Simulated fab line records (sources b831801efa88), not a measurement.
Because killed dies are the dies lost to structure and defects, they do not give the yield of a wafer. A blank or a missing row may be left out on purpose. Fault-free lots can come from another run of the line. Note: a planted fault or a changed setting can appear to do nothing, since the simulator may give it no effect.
2 desks, one fault || flow gf180mcu || what lay behind the numbers comes last; until then each desk has only its own

## FROM THE METROLOGY DESK
What the gauges read for every lot (on any tool): the sampled wafers with a number, averaged. The brackets show how far a lot's mean lies from the usual mean; more than 4 standard deviations puts the lot out of limits, marked OUT.
Columns: A = cd_nm at GF_STI_CD_MEAS_12, usual 220.3 nm; B = MVSD_OVL at GF_MVSD_OVL_MEAS_07, usual -1.3 nm
{"lot": "L815", "first seen here": "day 2 05:56", "A": 218.9, "B": -1.1}
{"lot": "L816", "first seen here": "day 2 06:11", "A": 218.6, "B": -2.0}
{"lot": "L818", "first seen here": "day 2 16:25", "A": 223.8, "B": -1.3}
{"lot": "L823", "first seen here": "day 3 18:06", "A": 219.7, "B": 0.6}
{"lot": "L824", "first seen here": "day 4 00:37", "A": 220.9, "B": -2.1}
{"lot": "L827", "first seen here": "day 4 18:45", "A": 219.6, "B": 0.0}
{"lot": "L829", "first seen here": "day 5 06:25", "A": 221.0, "B": -4.6}
{"lot": "L830", "first seen here": "day 5 06:50", "A": 219.7, "B": -1.8}
{"lot": "L832", "first seen here": "day 5 16:24", "A": 220.5, "B": -1.5}
{"lot": "L833", "first seen here": "day 5 21:59", "A": 219.3, "B": -0.4}
{"lot": "L834", "first seen here": "day 6 02:40", "A": 221.6, "B": -0.0}
{"lot": "L837", "first seen here": "day 6 20:18", "A": 221.7, "B": -0.8}
{"lot": "L838", "first seen here": "day 7 03:24", "A": 218.2, "B": -2.5}
Result from this desk: across the 13 lots, nothing is out of limits.

## THE TOOL OWNER'S DESK: iline_stepper-02
The tool's own readings at GF_LVPWELL_EXPOSE_04 (exposes mask LVPWELL, target cd 600 nm): means of the sampled wafers that have a number, for each lot that ran on this tool. The brackets show how far a lot's mean lies from the usual mean; more than 4 standard deviations puts the lot out of limits, marked OUT.
Columns: A = exposure_dose_mJ_cm2 at GF_LVPWELL_EXPOSE_04, usual 260.04
{"lot": "L818", "first seen here": "day 4 06:23", "A": 259.90}
{"lot": "L823", "first seen here": "day 5 10:52", "A": 260.15}
{"lot": "L824", "first seen here": "day 5 23:31", "A": "268.94 (+34) OUT"}
{"lot": "L827", "first seen here": "day 6 13:55", "A": "268.72 (+33) OUT"}
This desk's finding: out of limits on L824, L827; first on L824, day 5 23:31 (exposure_dose_mJ_cm2 at GF_LVPWELL_EXPOSE_04). Within limits: L818, L823.

## ALL TOGETHER
An alarm could have come from the tool owner's desk at day 5 23:31, on L824, L827.
The metrology desk saw nothing out of limits.
The metrology desk holds a record of L824, L827, inside its limits.
Every lot named ran GF_LVPWELL_EXPOSE_04 on iline_stepper-02.

## WHAT THE SIMULATOR HAD PUT IN
Drift in process parameters on iline_stepper-02 at GF_LVPWELL_EXPOSE_04, starting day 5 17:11. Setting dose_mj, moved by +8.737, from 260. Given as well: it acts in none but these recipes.
Lots struck among those shown: L824, L827.
Each desk's first reading out of limits, in hours after the fault started: the tool owner's desk, 6.
